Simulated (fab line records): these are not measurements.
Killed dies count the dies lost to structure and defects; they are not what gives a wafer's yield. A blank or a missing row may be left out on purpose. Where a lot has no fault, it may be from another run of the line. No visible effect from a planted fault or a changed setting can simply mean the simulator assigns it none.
fab line records ; flow sky130
record lots=11; wafers=33; lastDay=50
route steps=708 shown METAL3@536 VIA3@588
lots with no fault: from the same line, run without faults
startH: start of the lot's first displayed wafer, in hours after the record's first day ; waitH: time in hours since the lot's previous step ; " identical to the entry in the row above ; L1.1+2: one row covering several wafers at once ; - no value, or no start given ; * or withheld: withheld ; < > ~ a bound
route shown NAME@n: NAME is a module with steps in the file, n the number in the route of the first one ; usual: mean and standard deviation over wafers with no fault ; same: alike in all rows ; chamber/n: place in a boat ; sites: per-site readings ; _std_site: their standard deviation ; _edge_site: inner sites' mean taken away from outer sites' mean ; radiusMm: for every site, how far away it sits from the centre of the wafer ; mask NAME#n: copy n ; behind: tool/chamber where the wafer was last shaped ; hold: why the lot was held/for how many hours/how that ended ; device: the n, p or np transistor that did not switch ; end of line: tests of these same wafers at the route's end ; for a step that has no rows: nothing shown but its recipe ; killed: dies that structure and defects cost at the first sort, which is not the same as the wafer's yield ; map: a wafer's dies, x killed, . not, _ none there
set.NAME: the setting that was run; set.NAME@STEP: the one run at that earlier step ; model.NAME: the simulator's own value behind a step, which no gauge read
one table for each step of the route and one row for each wafer, over a sample of lots
services: when a tool's chamber went out of use (startH, in hours from the record's first day, below 0 if earlier), for how many hours, and the reason
## steps
# step SKY_METAL3_SPUTTER_04
# recipe material=TiN; targetThkNm=70; powerW=6500; timeS=58.3; chamberPressurePa=0.4
# usual throttleValvePct=30.3/1.1
lot.wafer;tool;chamber;startH;waitH;throttleValvePct
L178.2;pvdSputter-04;-;857.69;0.0;30.6
L178.3;pvdSputter-04;-;857.69;0.0;31.2
L178.6;pvdSputter-04;-;857.69;0.0;31.3
L177.1;pvdSputter-01;-;858.94;0.0;29.0
L177.2;pvdSputter-01;-;858.94;0.0;30.1
L177.5;pvdSputter-01;-;858.94;0.0;29.0
L181.2;pvdSputter-01;-;880.01;0.0;30.4
L181.4;pvdSputter-01;-;880.01;0.0;29.0
L181.5;pvdSputter-01;-;880.01;0.0;29.7
L184.2;pvdSputter-04;-;901.72;0.0;30.2
L184.4;pvdSputter-04;-;901.72;0.0;31.9
L184.5;pvdSputter-04;-;901.72;0.0;31.1
L185.3;pvdSputter-01;-;910.19;0.0;29.9
L185.4;pvdSputter-01;-;910.19;0.0;29.0
L185.6;pvdSputter-01;-;910.19;0.0;30.5
L189.2;pvdSputter-01;-;940.00;0.0;29.7
L189.4;pvdSputter-01;-;940.00;0.0;28.9
L189.5;pvdSputter-01;-;940.00;0.0;28.9
L190.1;pvdSputter-01;-;948.17;0.0;30.1
L190.2;pvdSputter-01;-;948.17;0.0;29.9
L190.4;pvdSputter-01;-;948.17;0.0;29.0
L195.3;pvdSputter-04;-;973.80;0.0;31.1
L195.4;pvdSputter-04;-;973.80;0.0;32.2
L195.6;pvdSputter-04;-;973.80;0.0;30.3
L196.1;pvdSputter-02;-;983.05;0.0;32.1
L196.4;pvdSputter-02;-;983.05;0.0;29.7
L196.5;pvdSputter-02;-;983.05;0.0;29.3
L198.3;pvdSputter-02;-;989.75;0.0;32.0
L198.4;pvdSputter-02;-;989.75;0.0;28.5
L198.5;pvdSputter-02;-;989.75;0.0;28.7
L200.1;pvdSputter-04;-;1006.72;0.0;30.2
L200.2;pvdSputter-04;-;1006.72;0.0;31.5
L200.3;pvdSputter-04;-;1006.72;0.0;32.4
# step SKY_METAL3_ETCH_17
# recipe target=SiO2; stopOn=TiN; chemistry=C4F8/O2/Ar; sourceW=1500; biasW=1200; pressureMtorr=40; c4f8FlowSccm=withheld; O2_flow_sccm=6; Ar_flow_sccm=300; timeS=3.9; targetDepthA=150
# usual oesProductAu=0.755/0.0065
lot.wafer;tool;chamber;startH;waitH;oesProductAu;rfHoursCounterH
L178.2;rieDiel-03;2;909.15;0.1;0.752;9
L178.3;rieDiel-03;0;909.15;0.1;0.743;25
L178.6;rieDiel-03;1;909.15;0.1;0.763;-
L177.1;rieDiel-01;1;910.02;0.1;0.750;10
L177.2;rieDiel-01;2;910.02;0.1;0.750;7
L177.5;rieDiel-01;2;910.02;0.1;0.753;-
L181.2;rieDiel-03;3;930.62;0.1;0.762;5
L181.4;rieDiel-03;0;930.62;0.1;0.756;25
L181.5;rieDiel-03;1;930.62;0.1;0.749;-
L184.2;rieDiel-02;2;950.75;0.1;0.748;23
L184.4;rieDiel-02;3;950.75;0.1;0.760;-
L184.5;rieDiel-02;1;950.75;0.1;0.767;-
L185.3;rieDiel-01;0;959.70;0.0;0.758;1
L185.4;rieDiel-01;1;959.70;0.0;0.770;12
L185.6;rieDiel-01;3;959.70;0.0;0.764;-
L189.2;rieDiel-01;1;990.05;0.1;0.761;13
L189.4;rieDiel-01;2;990.05;0.1;0.765;9
L189.5;rieDiel-01;2;990.05;0.1;0.757;-
L190.1;rieDiel-03;0;997.45;0.1;0.750;1
L190.2;rieDiel-03;2;997.45;0.1;0.747;11
L190.4;rieDiel-03;3;997.45;0.1;0.750;8
L195.3;rieDiel-02;3;1021.68;0.0;0.757;7
L195.4;rieDiel-02;2;1021.68;0.0;0.766;25
L195.6;rieDiel-02;3;1021.68;0.0;0.749;-
L196.1;rieDiel-02;0;1030.10;0.1;0.744;11
L196.4;rieDiel-02;1;1030.10;0.1;0.748;16
L196.5;rieDiel-02;0;1030.10;0.1;0.750;-
L198.3;rieDiel-01;2;1036.55;0.0;0.756;10
L198.4;rieDiel-01;1;1036.55;0.0;0.767;14
L198.5;rieDiel-01;1;1036.55;0.0;0.757;-
L200.1;rieDiel-02;3;1053.70;0.1;0.746;9
L200.2;rieDiel-02;0;1053.70;0.1;0.754;12
L200.3;rieDiel-02;1;1053.70;0.1;0.751;17
# step SKY_METAL3_METAL_ETCH_18
# recipe targetDepthA=8450; stopOn=SiO2; overEtchFrac=0.3; timeS=183.1; chemistry=Cl2/BCl3; resistSidewallDeg=88; pressureMtorr=10; icpW=900; biasW=48.5; Cl2_flow_sccm=60; bcl3FlowSccm=30
# usual drypumpMotorCurrentA=5.9/0.64; oesProductAu=0.867/0.006; throttleValvePct=22.264/0.0088
lot.wafer;tool;chamber;startH;waitH;drypumpMotorCurrentA;oesProductAu;rfHoursCounterH;throttleValvePct
L178.2;rieMetal-04;1;909.17;0.0;6.5;0.863;5;22.260
L178.3;rieMetal-04;0;909.17;0.0;4.7;0.871;-;22.252
L178.6;rieMetal-04;0;909.17;0.0;4.8;0.871;-;22.261
L177.1;rieMetal-02;1;910.05;0.0;5.8;0.876;7;22.254
L177.2;rieMetal-02;1;910.05;0.0;5.7;0.864;-;22.259
L177.5;rieMetal-02;1;910.05;0.0;5.8;0.865;-;22.274
L181.2;rieMetal-02;0;930.64;0.0;6.7;0.867;15;22.265
L181.4;rieMetal-02;1;930.64;0.0;5.7;0.866;-;22.248
L181.5;rieMetal-02;0;930.64;0.0;6.7;0.866;-;22.259
L184.2;rieMetal-04;1;950.76;0.0;6.5;0.858;7;22.264
L184.4;rieMetal-04;1;950.76;0.0;6.5;0.866;-;22.263
L184.5;rieMetal-04;1;950.76;0.0;6.5;0.857;-;22.292
L185.3;rieMetal-01;0;959.84;0.1;5.7;0.875;-;22.252
L185.4;rieMetal-01;0;959.84;0.1;5.7;0.868;-;22.257
L185.6;rieMetal-01;0;959.84;0.1;5.7;0.872;-;22.259
L189.2;rieMetal-01;1;990.07;0.0;5.9;0.870;10;22.252
L189.4;rieMetal-01;1;990.07;0.0;5.8;0.849;-;22.261
L189.5;rieMetal-01;0;990.07;0.0;5.7;0.845;-;22.264
L190.1;rieMetal-02;0;997.47;0.0;6.7;0.859;18;22.266
L190.2;rieMetal-02;1;997.47;0.0;5.7;0.863;12;22.273
L190.4;rieMetal-02;1;997.47;0.0;5.8;0.845;-;22.268
L195.3;rieMetal-04;0;1021.75;0.1;4.8;0.877;-;22.270
L195.4;rieMetal-04;1;1021.75;0.1;6.5;0.872;-;22.278
L195.6;rieMetal-04;0;1021.75;0.1;4.8;0.866;-;22.272
L196.1;rieMetal-04;1;1030.12;0.0;6.4;0.855;11;22.266
L196.4;rieMetal-04;1;1030.12;0.0;6.5;0.879;-;22.275
L196.5;rieMetal-04;0;1030.12;0.0;4.8;0.872;-;22.259
L198.3;rieMetal-02;1;1036.62;0.1;5.8;0.877;-;22.269
L198.4;rieMetal-02;0;1036.62;0.1;6.7;0.871;-;22.273
L198.5;rieMetal-02;0;1036.62;0.1;6.7;0.875;-;22.264
L200.1;rieMetal-04;1;1053.72;0.0;6.5;0.854;12;22.254
L200.2;rieMetal-04;0;1053.72;0.0;4.8;0.859;10;22.267
L200.3;rieMetal-04;0;1053.72;0.0;4.8;0.860;-;22.264
# step SKY_VIA3_ETCH_15
# recipe target=SiO2; chemistry=C4F8/O2/Ar; targetDepthNm=507; stopOn=TiN; maskMaterial=KrF-thick; sourceW=1500; biasW=1200; pressureMtorr=40; c4f8FlowSccm=withheld; O2_flow_sccm=6; Ar_flow_sccm=300; timeS=78
# usual oesProductAu=0.945/0.0046
lot.wafer;tool;chamber;startH;waitH;oesProductAu;rfHoursCounterH
L178.2;rieDiel-03;3;935.17;0.0;0.936;5
L178.3;rieDiel-03;0;935.17;0.0;0.946;25
L178.6;rieDiel-03;3;935.17;0.0;0.956;-
L177.1;rieDiel-04;0;936.12;0.0;0.940;14
L177.2;rieDiel-04;1;936.12;0.0;0.948;20
L177.5;rieDiel-04;2;936.12;0.0;0.946;-
L181.2;rieDiel-04;2;956.32;0.0;0.950;15
L181.4;rieDiel-04;0;956.32;0.0;0.943;-
L181.5;rieDiel-04;1;956.32;0.0;0.947;-
L184.2;rieDiel-04;0;976.66;0.0;0.948;16
L184.4;rieDiel-04;1;976.66;0.0;0.947;-
L184.5;rieDiel-04;2;976.66;0.0;0.944;-
L185.3;rieDiel-02;0;985.26;0.0;0.953;10
L185.4;rieDiel-02;2;985.26;0.0;0.944;24
L185.6;rieDiel-02;0;985.26;0.0;0.943;-
L189.2;rieDiel-03;2;1014.64;0.0;0.947;12
L189.4;rieDiel-03;0;1014.64;0.0;0.947;1
L189.5;rieDiel-03;0;1014.64;0.0;0.942;-
L190.1;rieDiel-04;3;1022.74;0.0;0.941;1
L190.2;rieDiel-04;1;1022.74;0.0;0.949;23
L190.4;rieDiel-04;2;1022.74;0.0;0.940;17
L195.3;rieDiel-04;1;1046.77;0.0;0.936;24
L195.4;rieDiel-04;2;1046.77;0.0;0.951;18
L195.6;rieDiel-04;1;1046.77;0.0;0.946;-
L196.1;rieDiel-03;2;1054.87;0.0;0.950;14
L196.4;rieDiel-03;2;1054.87;0.0;0.944;-
L196.5;rieDiel-03;0;1054.87;0.0;0.946;-
L198.3;rieDiel-04;3;1060.87;0.0;0.942;3
L198.4;rieDiel-04;0;1060.87;0.0;0.945;19
L198.5;rieDiel-04;0;1060.87;0.0;0.951;-
L200.1;rieDiel-04;1;1076.57;0.0;0.948;25
L200.2;rieDiel-04;3;1076.57;0.0;0.940;3
L200.3;rieDiel-04;2;1076.57;0.0;0.939;19
# step SKY_VIA3_STRIP_16
# recipe chemistry=O2/N2; powerW=1400; pressureMtorr=1500; platenTempC=withheld; o2FlowSccm=3000; n2FlowSccm=300; overashFraction=0.5
# usual drypumpMotorCurrentA=5.86/0.28; oesProductAu=0.402/0.0044; stripTimeToEndpointS=4.130/0.025
lot.wafer;tool;chamber;startH;waitH;drypumpMotorCurrentA;oesProductAu;rfHoursCounterH;stripTimeToEndpointS
L178.2;plasmaAsher-03;0;935.23;0.0;6.12;0.401;82;4.126
L178.3;plasmaAsher-03;0;935.23;0.0;6.13;0.407;-;4.148
L178.6;plasmaAsher-03;1;935.23;0.0;5.96;0.393;-;4.122
L177.1;plasmaAsher-02;1;936.18;0.0;5.54;0.411;20;4.177
L177.2;plasmaAsher-02;0;936.18;0.0;6.37;0.400;20;4.162
L177.5;plasmaAsher-02;1;936.18;0.0;5.54;0.400;-;4.148
L181.2;plasmaAsher-02;0;956.38;0.0;6.38;0.400;22;4.104
L181.4;plasmaAsher-02;1;956.38;0.0;5.52;0.405;-;4.150
L181.5;plasmaAsher-02;1;956.38;0.0;5.52;0.403;-;4.131
L184.2;plasmaAsher-03;0;976.72;0.0;6.14;0.400;86;4.172
L184.4;plasmaAsher-03;1;976.72;0.0;5.94;0.404;-;4.155
L184.5;plasmaAsher-03;0;976.72;0.0;6.13;0.394;-;4.136
L185.3;plasmaAsher-01;0;985.36;0.1;5.71;0.411;-;4.159
L185.4;plasmaAsher-01;1;985.36;0.1;5.73;0.398;-;4.141
L185.6;plasmaAsher-01;0;985.36;0.1;5.72;0.400;-;4.163
L189.2;plasmaAsher-01;0;1014.70;0.0;5.71;0.403;53;4.115
L189.4;plasmaAsher-01;0;1014.70;0.0;5.72;0.402;-;4.103
L189.5;plasmaAsher-01;0;1014.70;0.0;5.69;0.410;-;4.124
L190.1;plasmaAsher-03;1;1022.80;0.0;5.99;0.403;88;4.139
L190.2;plasmaAsher-03;0;1022.80;0.0;6.18;0.405;88;4.122
L190.4;plasmaAsher-03;1;1022.80;0.0;5.97;0.406;-;4.116
L195.3;plasmaAsher-01;1;1046.86;0.1;5.77;0.402;-;4.133
L195.4;plasmaAsher-01;0;1046.86;0.1;5.73;0.398;-;4.082
L195.6;plasmaAsher-01;1;1046.86;0.1;5.76;0.405;-;4.104
L196.1;plasmaAsher-01;0;1054.93;0.0;5.71;0.404;58;4.116
L196.4;plasmaAsher-01;0;1054.93;0.0;5.73;0.398;-;4.121
L196.5;plasmaAsher-01;1;1054.93;0.0;5.74;0.402;-;4.093
L198.3;plasmaAsher-01;0;1060.96;0.1;5.72;0.412;-;4.132
L198.4;plasmaAsher-01;1;1060.96;0.1;5.73;0.404;-;4.121
L198.5;plasmaAsher-01;0;1060.96;0.1;5.70;0.395;-;4.133
L200.1;plasmaAsher-02;1;1076.63;0.0;5.53;0.399;35;4.142
L200.2;plasmaAsher-02;0;1076.63;0.0;6.37;0.401;35;4.110
L200.3;plasmaAsher-02;1;1076.63;0.0;5.53;0.403;-;4.101
## services
tool;chamber;startH;hours;kind
rieDiel-01;2;835.10;16.4;repair
pvdSputter-01;-;836.26;3.3;repair
pvdSputter-01;-;844.10;0.7;repair
plasmaAsher-01;-;846.07;42.5;pm
rieDiel-03;3;850.93;3.8;repair
rieDiel-02;-;853.64;2.8;pm
rieMetal-02;-;874.85;1.4;pm
rieDiel-03;3;896.14;11.1;repair
rieDiel-01;1;899.80;6.7;repair
rieDiel-02;-;903.82;2.1;repair
rieDiel-01;0;904.53;12.8;repair
rieDiel-01;3;906.50;4.0;repair
rieMetal-02;0;909.89;3.1;repair
plasmaAsher-01;-;917.67;3.4;repair
rieDiel-04;-;919.24;2.1;repair
rieDiel-02;0;934.14;39.1;repair
rieDiel-04;-;945.37;2.0;repair
rieDiel-04;3;953.56;3.6;repair
rieDiel-04;1;965.21;6.9;repair
pvdSputter-01;-;988.23;4.8;repair
rieDiel-02;-;994.70;0.5;repair
rieDiel-03;0;1001.50;4.9;repair
pvdSputter-01;-;1020.37;0.7;repair
rieMetal-04;0;1072.85;6.4;repair
## key
firstSign step=SKY_METAL3_METAL_ETCH_18; reading=oesProductAu; direction=down; sigmas=3.4; usual=0.867; struck=0.846
effect none on later readings
metAt SKY_METAL3_SPUTTER_04
struckLots L189,L190
struckWafers L189.4,L189.5,L190.4
notActingAt SKY_METAL3_ETCH_17,SKY_VIA3_ETCH_15,SKY_VIA3_STRIP_16
onsetBetween 910.19 940.00
fault kind=processParameterDrift; tool=pvdSputter-01; chamber=-; onsetH=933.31; steps=SKY_METAL3_SPUTTER_04; channel=targetThkNm; offset=-42.043; shape=step; endH=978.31; actsIn=theseRecipesOnly; stated=70; scope=struckWafersOnly
